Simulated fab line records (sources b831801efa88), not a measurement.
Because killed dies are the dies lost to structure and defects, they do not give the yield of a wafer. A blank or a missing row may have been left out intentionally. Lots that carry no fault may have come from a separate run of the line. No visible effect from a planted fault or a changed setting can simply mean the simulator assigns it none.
Code-filled problem report in 8D (eight disciplines) form ; flow sky130 ; the parts of the form that need people (team, actions taken, sign-off) are left out

1. THE ISSUE
SKY_LOCAL_INTERCONNECT_ETCH_13, oes_product_au: mean 0.796 a.u. over 1 wafer from 1 lot; wafers with no fault: 0.855 a.u., standard deviation 0.0046. That is -13 standard deviations from the usual mean.
The step: etches BARC in N2/H2, stops on SiO2, time 45.9 s, target depth 60 nm.
First observed at day 32 10:07: wafer L564.2, on rie_metal-04. At this step, 27 wafers from 9 lots have a number in the record. Rule for "out", or "out of limits": more than 4 standard deviations from the usual mean. The other wafers with a number count as sound.

2. WHAT THIS IS AND IS NOT
question;is;is not
which readings at this step;oes_product_au;bias_w, drypump_motor_current_A, throttle_valve_pct
which lots;L564;L561, L571, L573, L574, L576, L580, L581, L582
which wafers of those lots;L564.2;L564.1, L564.3
read on which tools;rie_metal-04;rie_metal-02
when;from day 32 10:07;"up to then (5 sound wafers); but 21 sound wafers of L571, L573, L574, L576, L580, L581, L582 came after"

3. SUSPECTS, AND WHAT RULES EACH OUT
Counting: any tool at a process step up to the reading remains a suspect provided it ran every lot that is out. Sound lots after the first of them don't rule it out here, since some wafers of a struck lot are sound.
- rie_diel-04 at SKY_SPACER_ETCHBACK_02 (etches Si3N4 in CH3F/O2, stops on SiO2, time 46.7 s, target depth 45 nm): kept. The lot that is out, L564, ran on it at day 25 01:39; the last sound lot it ran before that was L561, at day 24 10:15.
- plasma_asher-04 at SKY_LI_CONTACT_STRIP_16 (strips in O2/N2): kept. The lot that is out, L564, ran on it at day 31 04:28; the last sound lot it ran before that was L561, at day 30 14:28.
- rie_metal-04 at SKY_LOCAL_INTERCONNECT_ETCH_13 (etches BARC in N2/H2, stops on SiO2, time 45.9 s, target depth 60 nm): kept. The lot that is out, L564, ran on it at day 32 10:07; the last sound lot it ran before that was L561, at day 31 20:11. Its own readings are out on those wafers: oes_product_au.
- rie_diel-04, SKY_SPACER_ETCHBACK_02: wafers that are out in chamber 1, sound lot-mates in chambers 0, 3.
- Within plasma_asher-04 at SKY_LI_CONTACT_STRIP_16: the wafers that are out ran in chamber 0; their sound lot-mates ran in chamber 1.
- Within rie_metal-04 at SKY_LOCAL_INTERCONNECT_ETCH_13: the wafers that are out ran in chamber 1; their sound lot-mates ran in chamber 0.
The count leaves rie_diel-04 at SKY_SPACER_ETCHBACK_02, plasma_asher-04 at SKY_LI_CONTACT_STRIP_16, and rie_metal-04 at SKY_LOCAL_INTERCONNECT_ETCH_13.

4. THE CAUSE (what the simulator had put in)
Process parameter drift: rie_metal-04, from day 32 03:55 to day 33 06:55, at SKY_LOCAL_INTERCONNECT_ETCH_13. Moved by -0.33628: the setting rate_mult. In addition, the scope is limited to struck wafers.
3 suspects survive the count, and this tool is in that group.

5. THE EFFECT CHAIN, in route order
Each row: a reading whose mean over the struck wafers that have a number lies more than 3 standard deviations from the usual. Readings are gone through only where the record gives a usual standard deviation; hours: the median, over the lots, of the time from a lot's start at the first step in this table giving one to that lot's start at this step; sigmas: the change measured in usual standard deviations.
hours;step;reading;usual;on struck wafers;change;sigmas
0;SKY_LOCAL_INTERCONNECT_ETCH_13;oes_product_au;0.855 a.u.;0.796;-0.059;-13
0;SKY_LOCAL_INTERCONNECT_METAL_ETCH_14;oes_product_au;0.937 a.u.;0.375;-0.562;-80
0;SKY_LOCAL_INTERCONNECT_METAL_ETCH_14;throttle_valve_pct;21.902 %;22.271;+0.369;+39
358;SKY_PAD_OPEN_PROBE_99;killed_at_M0_to_M3;43;248;+205;+32
358;SKY_PAD_OPEN_PROBE_99;killed_at_M4_up;3.2;70.0;+66.8;+37
358;SKY_PAD_OPEN_PROBE_99;killed_at_contacts;25;85;+60;+11
358;SKY_PAD_OPEN_PROBE_99;killed_at_other;0.3;80.0;+79.7;+99 or more
358;SKY_PAD_OPEN_PROBE_99;killed_dies;88;492;+404;+40
358;SKY_PAD_OPEN_PROBE_99;killed_on_rim;17;96;+79;+20
Process steps it contains:
- SKY_LOCAL_INTERCONNECT_ETCH_13: etches BARC in N2/H2, stops on SiO2, time 45.9 s, target depth 60 nm.
- SKY_LOCAL_INTERCONNECT_METAL_ETCH_14: etches TiN in Cl2/BCl3, stops on PSG, target depth 110 nm, time 31.4 s.
- SKY_PAD_OPEN_PROBE_99
Readings that are blank on the struck wafers while sound wafers have them: cd_nm at SKY_CONTACT_CD_MEAS_14; CONTACT_OVL at SKY_CONTACT_OVL_MEAS_15.

6. HOW IT WOULD HAVE BEEN CAUGHT EARLIER
In this record the first reading out of limits was taken at day 32 10:07, 6 hours after the fault began at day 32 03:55.
